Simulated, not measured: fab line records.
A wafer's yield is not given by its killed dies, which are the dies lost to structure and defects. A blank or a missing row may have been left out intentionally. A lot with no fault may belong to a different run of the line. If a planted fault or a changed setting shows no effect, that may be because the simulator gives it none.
fab line records    flow sky130
record: lots: 12  wafers: 36  last_day: 50
route steps=708 shown VT_ADJUST_HVTP@96 SONOS_ONO@181 GATE_OXIDE@194 POLY_GATE@236 PAD_OPEN@708
lots with no fault: from the same line, run without faults
start_h: the number of hours between the record's first day and the start of the first shown wafer of the lot    wait_h: how many hours have passed since the lot's step before this one    " as in the row above    L1.1+2: one row covering several wafers at once    - no value, or no start given    * or withheld: withheld    < > ~ a bound
route shown NAME@n: NAME is a module with steps in the file, n the number in the route of the first one    usual: mean and standard deviation over wafers with no fault    same: alike in all rows    chamber/n: place in a boat    sites: per-site readings    _std_site: how widely they spread, as a standard deviation    _edge_site: the outer-site mean with the inner-site mean subtracted    radius_mm: for every site, how far away it sits from the centre of the wafer    mask NAME#n: copy n    behind: the most recent tool/chamber to have shaped the wafer    hold: cause of the lot's hold/its duration in hours/its outcome    device: the n, p or np transistor that did not switch    end of line: the route-end tests of the same wafers    a step with no rows: only its recipe    killed: not the wafer's yield, but the dies lost to structure and defects at the first sort    map: the dies of a wafer, with x for killed, . for not killed, _ for no die there
set.NAME: setting as actually run; set.NAME@STEP: the setting as run at that earlier step    model.NAME: the simulator's own value behind a step, which no gauge read
one table for each step of the route and one row for each wafer, over a sample of lots
services: a tool's chamber out of use, with start hour (start_h, from the record's first day; less than 0 if before it), hours out, and reason
== steps ==
step: SKY_VT_ADJUST_HVTP_TW_MEAS_11
usual: VT_ADJUST_HVTP_TW: 1360/10
lot.wafer  tool           chamber  start_h  wait_h  VT_ADJUST_HVTP_TW
L671.3     film_metro-02  -        126.97   0.1     1352
L671.4     "              -        "        "       1362
L671.6     "              -        "        "       1361
L672.2     film_metro-04  -        133.50   0.1     1366
L672.3     "              -        "        "       1370
L672.5     "              -        "        "       1372
L674.2     film_metro-01  -        141.50   0.1     1347
L674.4     "              -        "        "       1341
L674.5     "              -        "        "       1345
L675.1     film_metro-04  -        147.60   0.1     1375
L675.2     "              -        "        "       1378
L675.3     "              -        "        "       1375
L679.2     film_metro-02  -        172.71   0.1     1353
L679.3     "              -        "        "       1354
L679.5     "              -        "        "       1347
L680.1     film_metro-02  -        180.14   0.1     1353
L680.3     "              -        "        "       1357
L680.5     "              -        "        "       1351
L681.1     film_metro-01  -        184.10   0.1     1352
L681.4     "              -        "        "       1360
L681.6     "              -        "        "       1355
L690.1     film_metro-04  -        238.19   0.1     1363
L690.2     "              -        "        "       1366
L690.3     "              -        "        "       1372
L691.2     film_metro-01  -        247.20   0.1     1356
L691.3     "              -        "        "       1360
L691.4     "              -        "        "       1351
L692.1     film_metro-04  -        254.59   0.1     1365
L692.3     "              -        "        "       1365
L692.4     "              -        "        "       1369
L693.2     film_metro-04  -        260.90   0.1     1379
L693.3     "              -        "        "       1376
L693.5     "              -        "        "       1375
L694.1     film_metro-02  -        263.19   0.1     1360
L694.5     "              -        "        "       1361
L694.6     "              -        "        "       1362
step: SKY_SONOS_ONO_CD_MEAS_13
recipe: target_cd_nm: 410
usual: cd_nm: 410.0/2.4
lot.wafer  tool       chamber  start_h  wait_h  cd_nm
L671.3     cd_sem-01  -        286.23   0.1     408.3
L671.4     "          -        "        "       410.8
L671.6     "          -        "        "       409.1
L672.2     cd_sem-01  -        292.57   0.1     410.7
L672.3     "          -        "        "       409.2
L672.5     "          -        "        "       411.1
L674.2     cd_sem-02  -        298.52   0.1     410.8
L674.4     "          -        "        "       413.2
L674.5     "          -        "        "       412.3
L675.1     cd_sem-01  -        308.30   0.1     406.4
L675.2     "          -        "        "       406.1
L675.3     "          -        "        "       406.7
L679.2     cd_sem-02  -        338.81   0.1     410.3
L679.3     "          -        "        "       413.0
L679.5     "          -        "        "       414.4
L680.1     cd_sem-01  -        348.85   0.2     410.4
L680.3     "          -        "        "       410.3
L680.5     "          -        "        "       409.4
L681.1     cd_sem-01  -        354.29   0.1     413.6
L681.4     "          -        "        "       413.1
L681.6     "          -        "        "       414.2
L690.1     cd_sem-01  -        430.89   0.1     406.4
L690.2     "          -        "        "       403.4
L690.3     "          -        "        "       406.3
L691.2     cd_sem-02  -        438.51   0.1     409.4
L691.3     "          -        "        "       407.7
L691.4     "          -        "        "       406.9
L692.1     cd_sem-01  -        448.61   0.2     408.5
L692.3     "          -        "        "       408.4
L692.4     "          -        "        "       408.9
L693.2     cd_sem-02  -        459.02   0.1     407.5
L693.3     "          -        "        "       406.6
L693.5     "          -        "        "       407.9
L694.1     cd_sem-01  -        464.20   0.1     409.1
L694.5     "          -        "        "       408.9
L694.6     "          -        "        "       410.8
step: SKY_GATE_OXIDE_EXPOSE_07
recipe: mask_id: LVOM  na: 0.6  source_shape: conventional  sigma_outer: 0.6  polarization: unpolarized  target_cd_nm: 600  dose_mj: 170
lot.wafer   tool              chamber  start_h  wait_h  mask
L671.3+4+6  iline_stepper-02  0        300.84   -       LVOM#0
L672.2+3+5  iline_stepper-01  0        307.12   -       LVOM#0
L674.2+4+5  iline_stepper-02  0        314.47   -       LVOM#0
L675.1+2+3  iline_stepper-02  0        323.85   -       LVOM#0
L679.2+3+5  iline_stepper-02  0        354.74   -       LVOM#0
L680.1+3+5  iline_stepper-01  0        364.75   -       LVOM#0
L681.1+4+6  iline_stepper-02  0        370.27   -       TUNM#0
L690.1+2+3  iline_stepper-01  0        448.38   -       LVOM#0
L691.2+3+4  iline_stepper-01  0        455.52   -       LVOM#0
L692.1+3+4  iline_stepper-02  0        465.87   -       LVOM#0
L693.2+3+5  iline_stepper-02  0        476.52   -       LVOM#0
L694.1+5+6  iline_stepper-02  0        481.80   -       LVOM#0
step: SKY_GATE_OXIDE_OVL_MEAS_10
usual: GATE_OXIDE_OVL: 0.5/1.5
lot.wafer  tool        chamber  start_h  wait_h  GATE_OXIDE_OVL[nm]
L671.3     overlay-02  -        313.56   0.1     -0.6
L671.4     "           -        "        "       -1.3
L671.6     "           -        "        "       -1.4
L672.2     overlay-02  -        319.34   0.1     -0.4
L672.3     "           -        "        "       0.7
L672.5     "           -        "        "       0.5
L674.2     overlay-02  -        327.00   0.1     1.5
L674.4     "           -        "        "       3.6
L674.5     "           -        "        "       2.6
L675.1     overlay-01  -        336.65   0.1     -1.1
L675.2     "           -        "        "       0.7
L675.3     "           -        "        "       -0.7
L679.2     overlay-01  -        368.54   0.1     0.7
L679.3     "           -        "        "       -0.4
L679.5     "           -        "        "       -0.5
L680.1     overlay-01  -        378.55   0.1     2.6
L680.3     "           -        "        "       1.3
L680.5     "           -        "        "       1.8
L681.1     overlay-02  -        383.95   0.1     -
L681.4     "           -        "        "       -
L681.6     "           -        "        "       -
L690.1     overlay-02  -        463.90   0.1     0.9
L690.2     "           -        "        "       1.0
L690.3     "           -        "        "       1.5
L691.2     overlay-02  -        471.14   0.1     0.0
L691.3     "           -        "        "       -0.7
L691.4     "           -        "        "       -1.4
L692.1     overlay-02  -        480.53   0.1     -0.6
L692.3     "           -        "        "       0.5
L692.4     "           -        "        "       0.5
L693.2     overlay-02  -        491.84   0.1     -0.1
L693.3     "           -        "        "       1.0
L693.5     "           -        "        "       1.9
L694.1     overlay-01  -        496.80   0.1     -1.8
L694.5     "           -        "        "       -2.3
L694.6     "           -        "        "       -1.6
step: SKY_GATE_OXIDE_TW_MEAS_14
usual: GATE_OXIDE_TW: 225.4/1.8
lot.wafer  tool           chamber  start_h  wait_h  hold                      GATE_OXIDE_TW
L671.3     film_metro-02  -        313.96   0.1     -                         223.0
L671.4     "              -        "        "       -                         223.8
L671.6     "              -        "        "       -                         223.3
L672.2     film_metro-03  -        319.73   0.1     -                         225.4
L672.3     "              -        "        "       -                         225.8
L672.5     "              -        "        "       -                         223.9
L674.2     film_metro-02  -        327.40   0.1     -                         223.6
L674.4     "              -        "        "       -                         224.7
L674.5     "              -        "        "       -                         224.2
L675.1     film_metro-02  -        337.04   0.1     -                         226.2
L675.2     "              -        "        "       -                         225.7
L675.3     "              -        "        "       -                         225.7
L679.2     film_metro-02  -        368.93   0.1     -                         224.1
L679.3     "              -        "        "       -                         224.2
L679.5     "              -        "        "       -                         224.9
L680.1     film_metro-02  -        378.93   0.1     -                         225.1
L680.3     "              -        "        "       -                         225.0
L680.5     "              -        "        "       -                         223.6
L681.1     film_metro-02  -        384.34   0.1     await_dispo/0.2h/release  30.2
L681.4     "              -        "        "       await_dispo/0.2h/release  30.1
L681.6     "              -        "        "       await_dispo/0.2h/release  30.2
L681.1     film_metro-02  -        384.56   0.2     -                         29.9
L681.4     "              -        "        "       -                         30.1
L681.6     "              -        "        "       -                         30.1
L690.1     film_metro-03  -        464.28   0.1     -                         227.4
L690.2     "              -        "        "       -                         227.4
L690.3     "              -        "        "       -                         227.8
L691.2     film_metro-02  -        471.54   0.1     -                         221.3
L691.3     "              -        "        "       -                         223.0
L691.4     "              -        "        "       -                         224.1
L692.1     film_metro-03  -        480.92   0.1     -                         227.4
L692.3     "              -        "        "       -                         226.2
L692.4     "              -        "        "       -                         227.0
L693.2     film_metro-02  -        492.23   0.1     -                         225.4
L693.3     "              -        "        "       -                         224.2
L693.5     "              -        "        "       -                         224.0
L694.1     film_metro-02  -        497.19   0.1     -                         225.2
L694.5     "              -        "        "       -                         224.5
L694.6     "              -        "        "       -                         225.2
step: SKY_POLY_GATE_CD_MEAS_22
usual: cd_nm: 149.8/1.6
lot.wafer  tool       chamber  start_h  wait_h  cd_nm
L671.3     cd_sem-01  -        376.09   0.1     148.3
L671.4     "          -        "        "       149.6
L671.6     "          -        "        "       151.8
L672.2     cd_sem-02  -        381.91   0.1     150.5
L672.3     "          -        "        "       151.7
L672.5     "          -        "        "       152.6
L674.2     cd_sem-01  -        391.37   0.1     151.4
L674.4     "          -        "        "       151.3
L674.5     "          -        "        "       149.3
L675.1     cd_sem-02  -        402.94   0.1     153.4
L675.2     "          -        "        "       148.9
L675.3     "          -        "        "       154.0
L679.2     cd_sem-02  -        444.53   0.1     151.7
L679.3     "          -        "        "       152.6
L679.5     "          -        "        "       152.0
L680.1     cd_sem-02  -        445.64   0.1     147.3
L680.3     "          -        "        "       148.5
L680.5     "          -        "        "       146.7
L690.1     cd_sem-01  -        533.34   0.1     148.7
L690.2     "          -        "        "       147.6
L690.3     "          -        "        "       147.3
L691.2     cd_sem-02  -        541.13   0.1     148.5
L691.3     "          -        "        "       152.2
L691.4     "          -        "        "       149.3
L692.1     cd_sem-02  -        550.14   0.1     150.2
L692.3     "          -        "        "       149.5
L692.4     "          -        "        "       151.7
L693.2     cd_sem-02  -        559.66   0.1     149.2
L693.3     "          -        "        "       150.6
L693.5     "          -        "        "       148.3
L694.1     cd_sem-01  -        566.70   0.1     148.9
L694.5     "          -        "        "       149.1
L694.6     "          -        "        "       148.6
step: SKY_PAD_OPEN_PROBE_99
usual: defect_limited_yield: 82.2/2.1  killed_at_M0_to_M3: 43/8  killed_at_M4_up: 2.9/1.6  killed_at_contacts: 26/5.2  killed_at_front_end: 15/4.3  killed_at_other: 0.3/0.56  killed_dies: 87/10  killed_open: 48/6.9  killed_short: 40/6.5  sort_bin_3_pad_short: 0.9/0.36  sort_bin_5_function: 10.5/1.5  sort_bin_6_memory: 6.4/1.3  sort_n_pass: 405/10  sort_yield_pct: 82.2/2.1
same: gross_dies: 492  killed_at_back_side: 0  sort_bin_4_leakage[%]: 0  sort_bin_8_speed[%]: 0
lot.wafer  tool       chamber  start_h  wait_h  defect_limited_yield[%]  killed_at_M0_to_M3  killed_at_M4_up  killed_at_contacts  killed_at_front_end  killed_at_other  killed_dies  killed_open  killed_short  sort_bin_3_pad_short[%]  sort_bin_5_function[%]  sort_bin_6_memory[%]  sort_n_pass  sort_yield_pct[%]
L671.3     prober-02  -        1080.15  0.2     85.0                     32                  3                27                  12                   0                74           43           31            0.8                      7.9                     6.3                   418          85.0
L671.4     prober-02  -        1080.20  0.2     84.3                     36                  2                30                  8                    1                77           37           40            0.8                      10.0                    4.9                   415          84.3
L671.6     prober-02  -        1080.30  0.2     82.3                     44                  5                27                  10                   1                87           56           31            0.8                      11.2                    5.7                   405          82.3
L674.2     prober-01  -        1092.16  0.1     82.7                     37                  1                32                  15                   0                85           44           41            1.0                      9.1                     7.1                   407          82.7
L674.4     prober-01  -        1092.26  0.2     82.7                     40                  5                29                  11                   0                85           48           37            1.0                      9.6                     6.7                   407          82.7
L674.5     prober-01  -        1092.31  0.2     83.7                     39                  4                25                  12                   0                80           42           38            0                        11.0                    5.3                   412          83.7
L675.1     prober-02  -        1099.64  0.1     78.9                     62                  4                21                  17                   0                104          56           48            1.2                      11.8                    8.1                   388          78.9
L675.2     prober-02  -        1099.69  0.1     80.9                     43                  4                33                  14                   0                94           44           50            1.4                      10.6                    7.1                   398          80.9
L675.3     prober-02  -        1099.74  0.2     80.9                     40                  2                34                  15                   3                94           50           44            0.8                      12.4                    5.9                   398          80.9
L679.2     prober-01  -        1127.84  0.1     80.5                     48                  5                22                  21                   0                96           47           49            1.2                      10.4                    7.9                   396          80.5
L679.3     prober-01  -        1127.89  0.2     80.9                     41                  3                25                  25                   0                94           45           49            2.0                      11.0                    6.1                   398          80.9
L679.5     prober-01  -        1127.99  0.2     87.4                     29                  1                22                  8                    2                62           32           30            0.4                      7.5                     4.7                   430          87.4
L690.1     prober-02  -        1178.15  0.1     84.1                     31                  1                27                  18                   1                78           35           43            1.4                      8.5                     5.9                   414          84.1
L690.2     prober-02  -        1178.20  0.1     82.7                     33                  4                30                  18                   0                85           53           32            0.2                      11.6                    5.5                   407          82.7
L690.3     prober-02  -        1178.25  0.2     84.8                     28                  3                29                  15                   0                75           43           32            0.6                      9.3                     5.3                   417          84.8
killed by level:class
L671.3 CONTACT:geometric_particle:open=12 LI_CONTACT:geometric_particle:open=9 VIA2:geometric_particle:open=8 METAL1:geometric_particle:short=5 POLY_GATE:geometric_particle:short=4 METAL3:geometric_particle:short=4 POLY_CUT:geometric_particle:open=3 CONTACT:geometric_particle:short=3
L671.4 LI_CONTACT:geometric_particle:open=10 CONTACT:geometric_particle:open=7 CONTACT:geometric_particle:short=7 METAL1:geometric_particle:short=6 VIA1:geometric_particle:open=6 METAL2:geometric_particle:short=6 LOCAL_INTERCONNECT:geometric_particle:short=3 VIA2:geometric_particle:short=3
L671.6 VIA1:geometric_particle:open=14 CONTACT:geometric_particle:open=10 LI_CONTACT:geometric_particle:open=7 FIELD_ISO:geometric_particle:open=6 VIA2:geometric_particle:open=6 LOCAL_INTERCONNECT:geometric_particle:short=5 VIA3:geometric_particle:open=4 VIA1:geometric_particle:short=4
L674.2 CONTACT:geometric_particle:open=10 LI_CONTACT:geometric_particle:open=9 VIA1:geometric_particle:open=7 CONTACT:geometric_particle:short=6 VIA2:geometric_particle:open=6 FIELD_ISO:geometric_particle:open=5 METAL1:geometric_particle:short=5 VIA1:geometric_particle:short=5
L674.4 VIA1:geometric_particle:open=10 CONTACT:geometric_particle:open=10 VIA3:geometric_particle:open=7 LI_CONTACT:geometric_particle:open=6 LOCAL_INTERCONNECT:geometric_particle:short=6 CONTACT:geometric_particle:short=5 METAL1:geometric_particle:short=5 METAL2:geometric_particle:short=5
L674.5 CONTACT:geometric_particle:open=11 VIA1:geometric_particle:open=9 VIA1:geometric_particle:short=7 CONTACT:geometric_particle:short=6 LI_CONTACT:geometric_particle:open=5 VIA2:geometric_particle:short=5 VIA2:geometric_particle:open=5 FIELD_ISO:geometric_particle:open=4
L675.1 VIA1:geometric_particle:open=15 CONTACT:geometric_particle:open=12 VIA1:geometric_particle:short=8 METAL2:geometric_particle:short=8 METAL1:geometric_particle:short=7 POLY_GATE:geometric_particle:open=6 VIA3:geometric_particle:open=6 VIA2:geometric_particle:short=5
L675.2 CONTACT:geometric_particle:open=10 LI_CONTACT:geometric_particle:open=8 VIA1:geometric_particle:open=8 VIA1:geometric_particle:short=8 VIA3:geometric_particle:open=8 CONTACT:geometric_particle:short=7 LOCAL_INTERCONNECT:geometric_particle:short=6 POLY_GATE:geometric_particle:short=4
L675.3 CONTACT:geometric_particle:open=10 LI_CONTACT:geometric_particle:open=7 FIELD_ISO:geometric_particle:open=6 CONTACT:geometric_particle:short=6 VIA2:geometric_particle:open=5 VIA3:geometric_particle:open=5 METAL2:geometric_particle:short=5 METAL1:geometric_particle:short=5
L679.2 VIA1:geometric_particle:short=8 LI_CONTACT:geometric_particle:open=8 VIA1:geometric_particle:open=7 VIA2:geometric_particle:open=7 FIELD_ISO:geometric_particle:open=6 FIELD_ISO:geometric_particle:short=6 VIA3:geometric_particle:open=6 POLY_GATE:geometric_particle:open=5
L679.3 VIA1:geometric_particle:open=8 CONTACT:geometric_particle:open=7 FIELD_ISO:geometric_particle:short=6 VIA3:geometric_particle:open=6 LOCAL_INTERCONNECT:geometric_particle:short=6 CONTACT:geometric_particle:short=6 VIA1:geometric_particle:short=6 FIELD_ISO:geometric_particle:open=5
L679.5 CONTACT:geometric_particle:open=11 POLY_GATE:geometric_particle:short=6 VIA2:geometric_particle:short=6 VIA3:geometric_particle:open=5 CONTACT:geometric_particle:short=4 LI_CONTACT:geometric_particle:open=4 VIA1:geometric_particle:open=4 METAL2:geometric_particle:short=4
L690.1 CONTACT:geometric_particle:open=10 FIELD_ISO:geometric_particle:short=8 LI_CONTACT:geometric_particle:open=6 CONTACT:geometric_particle:short=6 VIA1:geometric_particle:open=6 FIELD_ISO:geometric_particle:open=4 VIA1:geometric_particle:short=4 METAL2:geometric_particle:short=4
L690.2 VIA1:geometric_particle:open=11 CONTACT:geometric_particle:short=9 LI_CONTACT:geometric_particle:open=8 POLY_GATE:geometric_particle:open=7 CONTACT:geometric_particle:open=7 METAL1:geometric_particle:short=4 VIA2:geometric_particle:open=4 POLY_GATE:geometric_particle:short=3
L690.3 CONTACT:geometric_particle:open=10 POLY_GATE:geometric_particle:short=8 LI_CONTACT:geometric_particle:open=8 VIA1:geometric_particle:open=7 VIA3:geometric_particle:open=7 LI_CONTACT:geometric_particle:short=5 CONTACT:geometric_particle:short=5 VIA2:geometric_particle:open=3
== services ==
tool              chamber  start_h  hours  kind
iline_stepper-01  -        340.48   1.7    pm
iline_stepper-02  -        377.39   1.7    pm
iline_stepper-01  -        432.59   12.4   repair
== key ==
first_sign: step: SKY_GATE_OXIDE_EXPOSE_07  reading: mask  direction: changed
effect: step: SKY_GATE_OXIDE_OVL_MEAS_10  reading: GATE_OXIDE_OVL  direction: missing
effect: step: SKY_GATE_OXIDE_TW_MEAS_14  reading: visit  direction: added
effect: step: SKY_GATE_OXIDE_TW_MEAS_14  reading: GATE_OXIDE_TW  direction: down  sigmas: 99+  usual: 225.4  struck: 30.2
met_at SKY_GATE_OXIDE_EXPOSE_07
struck_lots L681
scrapped_behind SKY_GATE_OXIDE_TW_MEAS_14 L681.1,L681.4,L681.6
not_acting_at SKY_VT_ADJUST_HVTP_TW_MEAS_11,SKY_SONOS_ONO_CD_MEAS_13,SKY_POLY_GATE_CD_MEAS_22
onset_between 354.74 370.27
fault: kind: wrong_mask  tool: any  chamber: -  onset_h: 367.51  steps: SKY_GATE_OXIDE_EXPOSE_07  aux_copy: TUNM#0  scope: struck_lots_only
